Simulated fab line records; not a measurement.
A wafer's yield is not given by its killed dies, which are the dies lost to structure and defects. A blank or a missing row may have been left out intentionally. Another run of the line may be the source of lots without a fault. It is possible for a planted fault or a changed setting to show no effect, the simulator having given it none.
Struck lot and sound lot, side by side    flow sky130    27 steps out of a route of 708
Sound: these wafers, L842.2, L842.4, L842.6. Wafers L839.1, L839.3, L839.4 were the ones struck. The cause is named last.
At each step with rows: each side's tool, then ch and its chambers, then its first start. Under that, the readings that differ: sound wafers    struck wafers    difference of the means    sigmas: that difference in standard deviations of wafers without a fault.
alike: words and numbers the same on both sides, and readings whose means are apart by under 2 such deviations; not compared: readings that were withheld, readings missing a value for some wafer, numbers with overlapping values and no deviation given by the record, and bounds like >300 which may hide the same value.
The two part at a step that has a row with sigmas, a row that says differs or no value, or rows on one side only. When numbers do not overlap yet have no deviation, they are printed without sigmas and do not part them. A reading that every wafer of one side lacks parts them only if that side has two wafers or more.

first, 9 steps without rows for these wafers: SKY_METAL4_DESCUM_15 (chemistry O2, time 8 s); SKY_METAL4_ETCH_16 (etches BARC in N2/H2, stops on SiO2, time 88.2 s, target depth 60 nm); SKY_METAL4_ETCH_17 (etches SiO2 in C4F8/O2/Ar, stops on TiN, time 3.9 s, target depth 15 nm); SKY_METAL4_METAL_ETCH_18 (etches the open film in Cl2/BCl3, stops on SiO2, target depth 845 nm, time 183.1 s); SKY_METAL4_STRIP_19 (strips in O2/N2); SKY_METAL4_STRIP_20 (strips in post etch residue remover, time 1200 s); SKY_METAL4_CLEAN_21 (cleans in IPA, time 180 s); SKY_METAL4_CLEAN_22 (cleans in O3/DIW); SKY_VIA4_HDPCVD_00 (deposits SiO2, target thk 1750 nm, time 291.7 s).
SKY_VIA4_CMP_02: polishes SiO2.
  sound on cmp-01 ch 0,2,3, day 46 00:53; struck on cmp-01 ch 1,2,3, day 45 09:01
  no value came back on the struck wafers for edgeZonePressureFrac, headPressurePsi (psi), motorCurrentA (A); on the sound wafers edgeZonePressureFrac reads 0.990 0.996 1.009
reading                                  sound              struck          difference  sigmas
model.SiO2_of_VIA4_HDPCVD_00.thkNm (nm)  580.6 582.2 579.9  1743 1735 1752  +1162       
SKY_VIA4_BOW_MEAS_03:
  struck on filmMetro-02, day 45 09:16; sound on filmMetro-01, day 46 01:10
reading        sound     struck       difference  sigmas
VIA4_BOW (um)  79 76 88  118 130 133  +46         +5
then, 7 steps without rows for these wafers: SKY_VIA4_DEHYDRATE_04 (time 60 s); SKY_VIA4_HMDS_05 (prime time 60 s); SKY_VIA4_COAT_06 (resist thk 1140 nm); SKY_VIA4_SOFTBAKE_07 (time 60 s); SKY_VIA4_EXPOSE_08 (exposes mask VIM4, target cd 800 nm); SKY_VIA4_PEB_09; SKY_VIA4_DEVELOP_10 (develop time 60 s).
SKY_VIA4_ETCH_12: etches SiO2 in C4F8/O2/Ar, stops on TiN, target depth 580 nm.
  sound on rieDiel-03 ch 0,2, day 46 21:53; struck on rieDiel-02 ch 0,2,3, day 46 06:32
reading                         sound              struck             difference  sigmas
oesProductAu (a.u.)             0.925 0.919 0.922  1.646 1.606 1.650  +0.712      +99 or more
model.etch.depthNm (nm)         580.6 582.2 579.9  665.2 643.6 666.8  +77.6       
model.VIA4.featureDepthNm (nm)  580.6 582.2 579.9  665.2 643.6 666.8  +77.6       
  alike: chamberPressureMTorr
then, 6 steps without rows for these wafers: SKY_VIA4_STRIP_13 (strips in O2/N2); SKY_VIA4_STRIP_14 (strips in post etch residue remover, time 1200 s); SKY_VIA4_CLEAN_15 (cleans in IPA, time 180 s); SKY_VIA4_CLEAN_16 (cleans in O3/DIW); SKY_VIA4_SPUTTER_17 (material TiN, target thk 20 nm, time 80 s); SKY_VIA4_CVD_18 (deposits W, target thk 505 nm, time 152.14 s).
SKY_VIA4_CMP_21: polishes, stops on SiO2, t overpolish 25 s, target thk 0 nm.
  sound on cmp-01 ch 0,1, day 46 23:05; struck on cmp-01 ch 0,2,3, day 46 07:38
reading                                  sound              struck          difference  sigmas
model.SiO2_of_VIA4_HDPCVD_00.thkNm (nm)  575.1 576.8 574.5  1738 1730 1746  +1163       
  alike: edgeZonePressureFrac, headPressurePsi, motorCurrentA
-- the record jumps here: 3 days lie between the struck wafers' starts before and after (it left off in module VIA4 and takes up again in module PAD_OPEN, whose first step shown is number 708 of the route) --
SKY_PAD_OPEN_PROBE_99:
  struck on prober-01, day 48 22:27; sound on prober-02, day 49 12:28
reading                  sound           struck          difference  sigmas
defectLimitedYield (%)   80.3 81.1 82.7  0 0 0           -81         -39
killed_at_M4_up          3 0 5           437 426 414     +423        +99 or more
killedDies               97 93 85        492 492 492     +400        +36
killedOnRim              20 23 11        96 96 96        +78         +21
killedOpen               52 49 52        25 36 43        -16         -2
sort_bin_5_function (%)  10.8 10.8 11.0  94.7 95.5 92.5  +83.4       +52
sortNPass                395 399 407     0 0 0           -400        -36
sortYieldPct (%)         80.3 81.1 82.7  0 0 0           -81         -39
  alike: killed_at_M0_to_M3, killedAtContacts, killedAtFrontEnd, killedAtOther, killedShort, sort_bin_3_pad_short, sort_bin_6_memory

== WHERE THEY PART ==
Earliest at SKY_VIA4_CMP_02; latest, in this record, at SKY_PAD_OPEN_PROBE_99.

WHY: what the simulator had put in
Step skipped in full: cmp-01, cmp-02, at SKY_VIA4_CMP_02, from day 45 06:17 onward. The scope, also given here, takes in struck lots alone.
